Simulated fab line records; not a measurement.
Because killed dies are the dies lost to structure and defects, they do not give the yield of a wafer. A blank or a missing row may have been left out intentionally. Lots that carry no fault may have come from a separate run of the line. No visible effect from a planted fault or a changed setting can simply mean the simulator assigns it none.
Which tool was responsible? + flow gf180mcu + 39 wafers from 14 lots sampled at 5 of the route's 602 steps

WHAT THE GAUGES READ, wafer by wafer
GF_LVPWELL_OVL_MEAS_07. Usual: for LVPWELL_OVL the level is 0.1 nm and the standard deviation is 1.2.
| lot  | measured    | on         | LVPWELL_OVL (nm)                    | flag |
|------|-------------|------------|-------------------------------------|------|
| L184 | day 3 20:31 | overlay-01 | 0.0 -0.7                            |      |
| L185 | day 4 03:04 | overlay-01 | -2.5 -0.2 -1.5                      |      |
| L187 | day 4 13:02 | overlay-01 | 1.1 1.9 0.7                         |      |
| L188 | day 4 20:29 | overlay-01 | -0.2 -0.1 0.1                       |      |
| L189 | day 5 00:47 | overlay-02 | -1.1 -1.1 0.8                       |      |
| L192 | day 5 16:58 | overlay-02 | 128.5 127.7 129.1 126.5 126.0 127.5 | OFF  |
| L195 | day 6 10:14 | overlay-01 | 0.4 0.7 -0.3                        |      |
| L198 | day 7 03:14 | overlay-02 | 127.4 125.9 128.4 126.3 124.8 127.2 | OFF  |
| L200 | day 7 14:49 | overlay-01 | 1.0 0.5 -1.5                        |      |
| L202 | day 8 03:22 | overlay-01 | 0.6 1.1 1.0                         |      |
| L203 | day 8 07:40 | overlay-02 | -0.7 0.8 0.3                        |      |
| L204 | day 8 12:02 | overlay-02 | 0.8 -0.6                            |      |
| L206 | day 8 23:30 | overlay-02 | -1.2 -1.3                           |      |
| L207 | day 9 05:32 | overlay-01 | -0.9 -2.3 -0.8                      |      |

GF_M1_CD_MEAS_14: target cd 230 nm. Usual: cd nm at 229.4 nm, with a standard deviation of 1.3.
| lot  | measured     | on        | cd nm (nm)        | flag |
|------|--------------|-----------|-------------------|------|
| L184 | day 17 04:10 | cd sem-01 | 231.7 232.3       |      |
| L185 | day 17 12:14 | cd sem-01 | 230.0 229.1 229.8 |      |
| L187 | day 18 04:44 | cd sem-01 | 227.6 227.3 227.9 |      |
| L188 | day 18 13:31 | cd sem-01 | 227.8 228.5 228.4 |      |
| L189 | day 18 23:17 | cd sem-02 | 229.8 229.0 227.6 |      |
| L195 | day 21 11:49 | cd sem-01 | 229.1 228.8 228.7 |      |
| L200 | day 22 17:02 | cd sem-01 | 229.0 229.1 229.6 |      |
| L202 | day 23 15:53 | cd sem-01 | 227.2 226.3 227.3 |      |
| L203 | day 23 22:34 | cd sem-02 | 229.4 229.5 230.2 |      |
| L204 | day 24 07:10 | cd sem-01 | 229.5 228.7       |      |
| L206 | day 24 21:31 | cd sem-01 | 230.7 229.9       |      |
| L207 | day 25 04:16 | cd sem-01 | 229.3 228.4 229.6 |      |

GF_V1_THK_MEAS_25: measures by xrf. Usual: for V1_W_THK the level is 357 nm and the standard deviation is 6.1.
| lot  | measured     | on            | V1_W_THK (nm) | flag |
|------|--------------|---------------|---------------|------|
| L184 | day 18 05:02 | film metro-01 | 371 368       |      |
| L185 | day 18 13:34 | film metro-04 | 362 352 369   |      |
| L187 | day 19 07:08 | film metro-04 | 358 350 356   |      |
| L188 | day 19 15:40 | film metro-04 | 363 355 354   |      |
| L189 | day 20 02:10 | film metro-04 | 357 355 361   |      |
| L195 | day 22 14:39 | film metro-01 | 352 354 354   |      |
| L200 | day 23 19:04 | film metro-04 | 366 366 364   |      |
| L202 | day 24 16:06 | film metro-02 | 364 354 360   |      |
| L203 | day 24 23:11 | film metro-02 | 358 355 358   |      |
| L204 | day 25 07:52 | film metro-02 | 367 367       |      |
| L206 | day 25 21:10 | film metro-02 | 355 354       |      |
| L207 | day 26 03:44 | film metro-02 | 354 354 356   |      |

WHAT TOOL EACH LOT RAN ON (gives the tool, then ch and the chambers of the sampled wafers, and finally the start)
| lot  | GF_LVPWELL_EXPOSE_04               | GF_V1_ETCH_17                                 |
|------|------------------------------------|-----------------------------------------------|
| L184 | iline stepper-01 ch 0, day 3 14:07 | rie diel-02 ch 0,2, day 18 05:02 or earlier   |
| L185 | iline stepper-01 ch 0, day 3 20:18 | rie diel-04 ch 0,1,2, day 18 13:34 or earlier |
| L187 | iline stepper-02 ch 0, day 4 06:10 | rie diel-02 ch 1,2, day 19 07:08 or earlier   |
| L188 | iline stepper-02 ch 0, day 4 14:02 | rie diel-01 ch 0,2,3, day 19 15:40 or earlier |
| L189 | iline stepper-02 ch 0, day 4 18:25 | rie diel-02 ch 1,2,3, day 20 02:10 or earlier |
| L192 | iline stepper-02 ch 0, day 5 09:46 | -                                             |
| L195 | iline stepper-01 ch 0, day 6 03:31 | rie diel-02 ch 0,1, day 22 14:39 or earlier   |
| L198 | iline stepper-02 ch 0, day 6 20:06 | -                                             |
| L200 | iline stepper-01 ch 0, day 7 07:30 | rie diel-04 ch 0,2,3, day 23 19:04 or earlier |
| L202 | iline stepper-01 ch 0, day 7 19:18 | rie diel-04 ch 0,1,2, day 24 16:06 or earlier |
| L203 | iline stepper-01 ch 0, day 8 00:31 | rie diel-02 ch 0,1,2, day 24 23:11 or earlier |
| L204 | iline stepper-01 ch 0, day 8 04:01 | rie diel-04 ch 1, day 25 07:52 or earlier     |
| L206 | iline stepper-01 ch 0, day 8 14:46 | rie diel-04 ch 0, day 25 21:10 or earlier     |
| L207 | iline stepper-01 ch 0, day 8 21:13 | rie diel-04 ch 1,2, day 26 03:44 or earlier   |
- GF_LVPWELL_EXPOSE_04: exposes mask LVPWELL, target cd 600 nm.
- GF_V1_ETCH_17: etches SiO2 in C4F8/O2/Ar, stops on TiN, target depth 630 nm.

AS READ BY THE TOOLS THEMSELVES (means over the sampled wafers that have a number; for cases with no such wafer, the mark the record gives instead)
GF_V1_ETCH_17. Usual: chamber pressure mTorr 40.00 mTorr, standard deviation 0.035; oes product au 0.856 a.u., standard deviation 0.0045.
| lot  | tool        | chamber pressure mTorr (mTorr) | oes product au (a.u.) | flag |
|------|-------------|--------------------------------|-----------------------|------|
| L184 | rie diel-02 | 40.04                          | 0.853                 |      |
| L185 | rie diel-04 | 40.00                          | 0.854                 |      |
| L187 | rie diel-02 | 39.98                          | 0.855                 |      |
| L188 | rie diel-01 | 40.01                          | 0.858                 |      |
| L189 | rie diel-02 | 40.02                          | 0.855                 |      |
| L195 | rie diel-02 | 40.01                          | 0.857                 |      |
| L200 | rie diel-04 | 40.01                          | 0.857                 |      |
| L202 | rie diel-04 | 39.97                          | 0.858                 |      |
| L203 | rie diel-02 | 39.99                          | 0.853                 |      |
| L204 | rie diel-04 | 40.00                          | 0.857                 |      |
| L206 | rie diel-04 | 40.00                          | 0.857                 |      |
| L207 | rie diel-04 | 40.01                          | 0.852                 |      |

THE ANSWER, worked out from the rows above alone
Rule: a lot counts as off when the mean over its wafers that have a number is more than 3 standard deviations away from the usual mean. A lot without any number at a reading at which 4 lots or more have one is off too. All remaining lots with rows at the step are treated as sound. Order of review: gauges by route order, followed by the tools' own readings, for which a lot's mean as printed above is used. The first step at which some lot is off is used, and at that step the reading that is off furthest; a lot without a number counts as furthest.
Off: at GF_LVPWELL_OVL_MEAS_07 (LVPWELL_OVL), L192, L198.
A tool fits if, at a process step before that reading, it ran every lot that is off, and no sound lot after the first of them. The gauges at GF_LVPWELL_OVL_MEAS_07 are tried like those tools. One candidate fits, namely iline stepper-02 at GF_LVPWELL_EXPOSE_04. A fault onset in the window from L189 (day 4 18:25, its last sound lot) to L192 (day 5 09:46, its first lot off) fits.

WHAT THE SIMULATOR PUT IN
Scanner matching overlay: iline stepper-02, from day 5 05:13 on, at GF_LVPWELL_EXPOSE_04. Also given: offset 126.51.
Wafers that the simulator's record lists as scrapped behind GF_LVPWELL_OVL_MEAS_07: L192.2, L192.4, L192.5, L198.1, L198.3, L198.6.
Lots struck among those shown: L192, L198. Same finding as the rule above.
